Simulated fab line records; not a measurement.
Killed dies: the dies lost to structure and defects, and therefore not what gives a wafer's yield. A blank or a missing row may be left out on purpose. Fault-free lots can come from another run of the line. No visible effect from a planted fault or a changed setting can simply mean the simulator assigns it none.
fab line records + flow sky130
[record]
- lots = 7
- wafers = 21
- lastDay = 50
route steps=708 shown LDD_HVN@270 LDD_HVP@278 PAD_OPEN@708
lots that met no fault: taken from a fault-free run of the same line
startH: hours from the record's opening day to when the first of the lot's shown wafers began + waitH: time in hours since the lot's previous step + " as in the row above + L1.1+2: one row covering several wafers at once + - no value, or no start given + * or withheld: withheld + < > ~ a bound
route shown NAME@n: names a module that has steps shown in the file, with the first one's number in the route + usual: mean/standard deviation taken from wafers without a fault + same: alike in all rows + chamber/n: place in a boat + sites: readings site by site + _std_site: their standard deviation + _edge_site: mean of outer sites minus mean of inner sites + radiusMm: for every site, how far away it sits from the centre of the wafer + mask NAME#n: copy n + behind: the most recent tool/chamber to have shaped the wafer + hold: what put the lot on hold/how long, in hours/how the hold closed + device: the transistor (n, p or np) that didn't switch + end of line: the same wafers' tests at the end of the route + step lacking rows: just its recipe + killed: dies lost to structure and defects at the first sort, not the wafer's yield + map: a wafer's dies, marking killed ones x, the rest . and places with no die _
set.NAME: the setting the step ran with; set.NAME@STEP: the setting that earlier step ran with + model.NAME: the simulator's own value behind a step, which no gauge read
lots at some steps of the route; a table a step, a row a wafer
services: a tool's chamber out of use, with start hour (startH, from the record's first day; less than 0 if before it), hours out, and reason
[[steps]]
[step SKY_LDD_HVN_SOFTBAKE_03]
[recipe]
- tempC = 90
- timeS = 60
- resist = NOVOLAK
[step SKY_LDD_HVN_EXPOSE_04]
[recipe]
- maskId = HVNTM
- na = 0.6
- sourceShape = conventional
- sigmaOuter = 0.6
- polarization = unpolarized
- targetCdNm = 700
- doseMj = 127
[step SKY_LDD_HVN_PEB_05]
[recipe]
- tempC = withheld
- timeS = *
- resist = NOVOLAK
[step SKY_LDD_HVN_DEVELOP_06]
[recipe]
- resist = NOVOLAK
- developer = TMAH
- developTimeS = 60
- devTempC = 23
[step SKY_LDD_HVN_OVL_MEAS_07]
[usual]
- LDD_HVN_OVL = -0.8/1.5
| lot.wafer | tool       | chamber | startH | waitH | LDD_HVN_OVL[nm] |
|-----------|------------|---------|--------|-------|-----------------|
| L849.2    | overlay-02 | -       | 519.30 | 0.1   | -0.2            |
| L849.3    | "          | -       | "      | "     | -0.7            |
| L849.6    | "          | -       | "      | "     | -0.8            |
| L851.3    | overlay-02 | -       | 553.33 | 0.1   | -0.9            |
| L851.5    | "          | -       | "      | "     | -2.0            |
| L851.6    | "          | -       | "      | "     | 0.2             |
| L852.1    | overlay-01 | -       | 554.83 | 0.1   | -2.0            |
| L852.4    | "          | -       | "      | "     | -2.1            |
| L852.5    | "          | -       | "      | "     | -4.0            |
| L853.1    | overlay-01 | -       | 558.83 | 0.1   | -2.7            |
| L853.5    | "          | -       | "      | "     | -2.1            |
| L853.6    | "          | -       | "      | "     | -0.9            |
| L857.1    | overlay-02 | -       | 593.35 | 0.1   | -2.6            |
| L857.4    | "          | -       | "      | "     | -1.8            |
| L857.5    | "          | -       | "      | "     | -3.1            |
| L858.3    | overlay-02 | -       | 599.48 | 0.1   | -3.1            |
| L858.4    | "          | -       | "      | "     | -2.6            |
| L858.6    | "          | -       | "      | "     | -2.4            |
| L866.1    | overlay-01 | -       | 662.38 | 0.1   | -2.0            |
| L866.3    | "          | -       | "      | "     | -1.4            |
| L866.6    | "          | -       | "      | "     | -0.9            |
[step SKY_LDD_HVN_IMPLANT_08]
[recipe]
- species = P
- energyKev = 60
- doseCm2 = 3e+13
- tiltDeg = 40
[step SKY_LDD_HVN_STRIP_09]
[recipe]
- chemistry = O2/N2
- powerW = 1400
- pressureMtorr = 1500
- platenTempC = withheld
- o2FlowSccm = 3000
- n2FlowSccm = 300
- overashFraction = 0.5
[usual]
- drypumpMotorCurrentA = 5.7/0.36
- n2FlowSccm = 299.8/0.9
- oesProductAu = 0.409/0.0048
- stripTimeToEndpointS = 4.132/0.017
| lot.wafer | tool           | chamber | startH | waitH | drypumpMotorCurrentA | n2FlowSccm | oesProductAu | rfHoursCounterH | stripTimeToEndpointS |
|-----------|----------------|---------|--------|-------|----------------------|------------|--------------|-----------------|----------------------|
| L849.2    | plasmaAsher-02 | 0       | 519.48 | 0.1   | 5.7                  | 300.1      | 0.415        | 37              | 4.129                |
| L849.3    | "              | 0       | "      | "     | 5.7                  | 301.7      | 0.411        | -               | 4.125                |
| L849.6    | "              | 0       | "      | "     | 5.7                  | 300.5      | 0.411        | -               | 4.105                |
| L851.3    | plasmaAsher-04 | 0       | 553.53 | 0.1   | 5.3                  | 299.5      | 0.406        | -               | 4.155                |
| L851.5    | "              | 1       | "      | "     | 5.7                  | 300.2      | 0.413        | -               | 4.135                |
| L851.6    | "              | 0       | "      | "     | 5.3                  | 298.6      | 0.404        | -               | 4.132                |
| L852.1    | plasmaAsher-02 | 0       | 555.01 | 0.1   | 5.7                  | 301.0      | 0.403        | 41              | 4.107                |
| L852.4    | "              | 1       | "      | "     | 6.3                  | 298.6      | 0.415        | -               | 4.139                |
| L852.5    | "              | 1       | "      | "     | 6.2                  | 299.1      | 0.408        | -               | 4.124                |
| L853.1    | plasmaAsher-04 | 1       | 559.01 | 0.1   | 5.7                  | 299.8      | 0.409        | 74              | 4.129                |
| L853.5    | "              | 1       | "      | "     | 5.7                  | 300.4      | 0.397        | -               | 4.137                |
| L853.6    | "              | 0       | "      | "     | 5.3                  | 299.9      | 0.408        | -               | 4.153                |
| L857.1    | plasmaAsher-04 | 0       | 593.53 | 0.1   | 5.3                  | 300.0      | 0.398        | 78              | 4.157                |
| L857.4    | "              | 0       | "      | "     | 5.3                  | 298.0      | 0.400        | -               | 4.135                |
| L857.5    | "              | 0       | "      | "     | 5.3                  | 300.0      | 0.410        | -               | 4.150                |
| L858.3    | plasmaAsher-04 | 1       | 599.68 | 0.1   | 5.7                  | 300.3      | 0.402        | -               | 4.144                |
| L858.4    | "              | 0       | "      | "     | 5.3                  | 299.9      | 0.403        | -               | 4.125                |
| L858.6    | "              | 1       | "      | "     | 5.7                  | 301.0      | 0.408        | -               | 4.112                |
| L866.1    | plasmaAsher-04 | 0       | 662.56 | 0.1   | 5.3                  | 300.5      | 0.406        | 84              | 4.135                |
| L866.3    | "              | 0       | "      | "     | 5.3                  | 299.5      | 0.407        | -               | 4.118                |
| L866.6    | "              | 0       | "      | "     | 5.3                  | 299.4      | 0.407        | -               | 4.131                |
[step SKY_LDD_HVN_TW_MEAS_10]
[usual]
- LDD_HVN_TW = 1439/19
| lot.wafer | tool         | chamber | startH | waitH | LDD_HVN_TW |
|-----------|--------------|---------|--------|-------|------------|
| L849.2    | filmMetro-01 | -       | 519.59 | 0.1   | 1449       |
| L849.3    | "            | -       | "      | "     | 1449       |
| L849.6    | "            | -       | "      | "     | 1447       |
| L851.3    | filmMetro-02 | -       | 553.62 | 0.1   | 1452       |
| L851.5    | "            | -       | "      | "     | 1454       |
| L851.6    | "            | -       | "      | "     | 1450       |
| L852.1    | filmMetro-02 | -       | 555.11 | 0.1   | 1446       |
| L852.4    | "            | -       | "      | "     | 1453       |
| L852.5    | "            | -       | "      | "     | 1444       |
| L853.1    | filmMetro-02 | -       | 559.11 | 0.1   | 1458       |
| L853.5    | "            | -       | "      | "     | 1452       |
| L853.6    | "            | -       | "      | "     | 1446       |
| L857.1    | filmMetro-01 | -       | 593.63 | 0.1   | 1457       |
| L857.4    | "            | -       | "      | "     | 1459       |
| L857.5    | "            | -       | "      | "     | 1452       |
| L858.3    | filmMetro-01 | -       | 599.77 | 0.1   | 1455       |
| L858.4    | "            | -       | "      | "     | 1466       |
| L858.6    | "            | -       | "      | "     | 1458       |
| L866.1    | filmMetro-03 | -       | 662.66 | 0.1   | 1408       |
| L866.3    | "            | -       | "      | "     | 1412       |
| L866.6    | "            | -       | "      | "     | 1410       |
[step SKY_LDD_HVP_DEHYDRATE_00]
[recipe]
- tempC = 200
- timeS = 60
[step SKY_LDD_HVP_HMDS_01]
[recipe]
- primeTimeS = 60
- primeTempC = 120
[step SKY_LDD_HVP_COAT_02]
[recipe]
- resist = NOVOLAK
- spinRpm = 3000
- resistThkNm = 300
[step SKY_LDD_HVP_SOFTBAKE_03]
[recipe]
- tempC = 90
- timeS = 60
- resist = NOVOLAK
[step SKY_LDD_HVP_EXPOSE_04]
[recipe]
- maskId = HVPTM
- na = 0.6
- sourceShape = conventional
- sigmaOuter = 0.6
- polarization = unpolarized
- targetCdNm = 700
- doseMj = 86
[same]
- sigmaOuter = 0.6
| lot.wafer  | tool            | chamber | startH | waitH | mask    | model.LDD_HVP.overlayXNm |
|------------|-----------------|---------|--------|-------|---------|--------------------------|
| L849.2+3+6 | ilineStepper-02 | 0       | 534.23 | -     | HVPTM#0 | 2.095                    |
| L851.3+5+6 | ilineStepper-01 | 0       | 568.68 | -     | HVPTM#0 | 0.9586                   |
| L852.1+4+5 | ilineStepper-02 | 0       | 570.40 | -     | HVPTM#0 | -0.7555                  |
| L853.1+5+6 | ilineStepper-01 | 0       | 573.85 | -     | HVPTM#0 | 45.41                    |
| L857.1+4+5 | ilineStepper-01 | 0       | 608.35 | -     | HVPTM#0 | 41.48                    |
| L858.3+4+6 | ilineStepper-01 | 0       | 614.18 | -     | HVPTM#0 | 44.23                    |
| L866.1+3+6 | ilineStepper-02 | 0       | 676.64 | -     | HVPTM#0 | 1.324                    |
[step SKY_LDD_HVP_PEB_05]
[recipe]
- tempC = withheld
- timeS = *
- resist = NOVOLAK
[step SKY_LDD_HVP_DEVELOP_06]
[recipe]
- resist = NOVOLAK
- developer = TMAH
- developTimeS = 60
- devTempC = 23
[step SKY_LDD_HVP_OVL_MEAS_07]
[usual]
- LDD_HVP_OVL = 0.7/1.5
| lot.wafer | tool       | chamber | startH | waitH | hold                    | LDD_HVP_OVL[nm] |
|-----------|------------|---------|--------|-------|-------------------------|-----------------|
| L849.2    | overlay-01 | -       | 549.25 | 0.1   | -                       | 0.8             |
| L849.3    | "          | -       | "      | "     | -                       | 1.9             |
| L849.6    | "          | -       | "      | "     | -                       | 1.3             |
| L851.3    | overlay-01 | -       | 582.89 | 0.1   | -                       | 0.1             |
| L851.5    | "          | -       | "      | "     | -                       | -0.2            |
| L851.6    | "          | -       | "      | "     | -                       | -0.3            |
| L852.1    | overlay-02 | -       | 585.39 | 0.1   | -                       | 2.0             |
| L852.4    | "          | -       | "      | "     | -                       | 0.6             |
| L852.5    | "          | -       | "      | "     | -                       | 0.3             |
| L853.1    | overlay-02 | -       | 588.83 | 0.1   | awaitDispo/0.2h/release | 44.8            |
| L853.5    | "          | -       | "      | "     | awaitDispo/0.2h/release | 46.2            |
| L853.6    | "          | -       | "      | "     | awaitDispo/0.2h/release | 46.6            |
| L853.1    | overlay-02 | -       | 589.03 | 0.2   | -                       | 44.5            |
| L853.5    | "          | -       | "      | "     | -                       | 45.9            |
| L853.6    | "          | -       | "      | "     | -                       | 46.2            |
| L857.1    | overlay-01 | -       | 623.68 | 0.1   | awaitDispo/0.2h/release | 41.6            |
| L857.4    | "          | -       | "      | "     | awaitDispo/0.2h/release | 41.2            |
| L857.5    | "          | -       | "      | "     | awaitDispo/0.2h/release | 43.5            |
| L857.1    | overlay-01 | -       | 623.88 | 0.2   | -                       | 41.6            |
| L857.4    | "          | -       | "      | "     | -                       | 41.5            |
| L857.5    | "          | -       | "      | "     | -                       | 43.0            |
| L858.3    | overlay-02 | -       | 628.38 | 0.1   | awaitDispo/0.2h/release | 42.6            |
| L858.4    | "          | -       | "      | "     | awaitDispo/0.2h/release | 42.4            |
| L858.6    | "          | -       | "      | "     | awaitDispo/0.2h/release | 45.3            |
| L858.3    | overlay-02 | -       | 628.58 | 0.2   | -                       | 43.1            |
| L858.4    | "          | -       | "      | "     | -                       | 42.8            |
| L858.6    | "          | -       | "      | "     | -                       | 44.8            |
| L866.1    | overlay-02 | -       | 690.42 | 0.1   | -                       | 1.4             |
| L866.3    | "          | -       | "      | "     | -                       | 2.9             |
| L866.6    | "          | -       | "      | "     | -                       | 1.0             |
[step SKY_PAD_OPEN_PROBE_99]
[usual]
- killed_at_M0_to_M3 = 42/6.3
- killed_at_M4_up = 2.8/1.9
- killedAtContacts = 23/5.3
- killedAtFrontEnd = 16/4.3
- killedAtOther = 0.2/0.51
- killedDies = 84/9.3
- killedOpen = 46/7.6
- killedShort = 38/6.3
[same]
- grossDies = 492
- killedAtBackSide = 0
| lot.wafer | tool      | chamber | startH  | waitH | killed_at_M0_to_M3 | killed_at_M4_up | killedAtContacts | killedAtFrontEnd | killedAtOther | killedDies | killedOpen | killedShort |
|-----------|-----------|---------|---------|-------|--------------------|-----------------|------------------|------------------|---------------|------------|------------|-------------|
| L851.3    | prober-01 | -       | 1139.82 | 0.2   | 46                 | 5               | 26               | 14               | 0             | 91         | 54         | 37          |
| L851.5    | prober-01 | -       | 1139.92 | 0.2   | 36                 | 1               | 26               | 13               | 2             | 78         | 45         | 33          |
| L851.6    | prober-01 | -       | 1139.97 | 0.2   | 39                 | 3               | 27               | 19               | 2             | 90         | 55         | 35          |
// killed by level:class
L851.3 VIA1:geometricParticle:open=14 CONTACT:geometricParticle:open=12 LI_CONTACT:geometricParticle:open=8 VIA2:geometricParticle:open=7 METAL2:geometricParticle:short=6 VIA1:geometricParticle:short=5 VIA3:geometricParticle:short=4 VIA3:geometricParticle:open=4
L851.5 VIA2:geometricParticle:open=8 CONTACT:geometricParticle:open=7 VIA1:geometricParticle:open=7 LI_CONTACT:geometricParticle:open=6 VIA3:geometricParticle:open=6 CONTACT:geometricParticle:short=5 VIA3:geometricParticle:short=5 LOCAL_INTERCONNECT:geometricParticle:short=4
L851.6 CONTACT:geometricParticle:open=10 VIA3:geometricParticle:open=9 LI_CONTACT:geometricParticle:open=8 FIELD_ISO:geometricParticle:short=7 FIELD_ISO:geometricParticle:open=6 VIA1:geometricParticle:open=6 VIA1:geometricParticle:short=5 LOCAL_INTERCONNECT:geometricParticle:short=5
[[services]]
| tool            | chamber | startH | hours | kind   |
|-----------------|---------|--------|-------|--------|
| ilineStepper-01 | -       | 497.85 | 1.7   | pm     |
| ilineStepper-01 | -       | 523.28 | 8.9   | pm     |
| ilineStepper-01 | -       | 533.14 | 7.4   | repair |
| plasmaAsher-02  | -       | 551.50 | 1.8   | repair |
| plasmaAsher-02  | -       | 568.99 | 3.5   | repair |
| plasmaAsher-04  | -       | 615.03 | 3.9   | repair |
| ilineStepper-02 | -       | 619.53 | 1.7   | pm     |
| ilineStepper-02 | -       | 626.11 | 3.7   | repair |
| plasmaAsher-04  | -       | 666.31 | 0.5   | repair |
[[key]]
[firstSign]
- step = SKY_LDD_HVP_OVL_MEAS_07
- reading = visit
- direction = added
[effect]
- step = SKY_LDD_HVP_OVL_MEAS_07
- reading = LDD_HVP_OVL
- direction = up
- sigmas = 28
- usual = 0.7
- struck = 43.8
[modelEffect]
- step = SKY_LDD_HVP_EXPOSE_04
- value = LDD_HVP.overlayXNm
- without = -0.4201
- struck = 43.7
metAt SKY_LDD_HVP_EXPOSE_04
struckWafers L853.1,L853.5,L853.6,L857.1,L857.4,L857.5,L858.3,L858.4,L858.6
testerLeftOut L853,L857,L858
onsetBetween 568.68 573.85
[fault]
- kind = scannerMatchingOverlay
- tool = ilineStepper-01
- chamber = -
- onsetH = 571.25
- steps = SKY_LDD_HVP_EXPOSE_04
- offset = 44.124
// testerLeftOut: of these lots the tester's yield and bins aren't shown, on N5 and GAA mostly nor the transistor test; their killed dies are dies lost to structure and defects alone, not to doping, threshold or leakage, so they don't give the yield
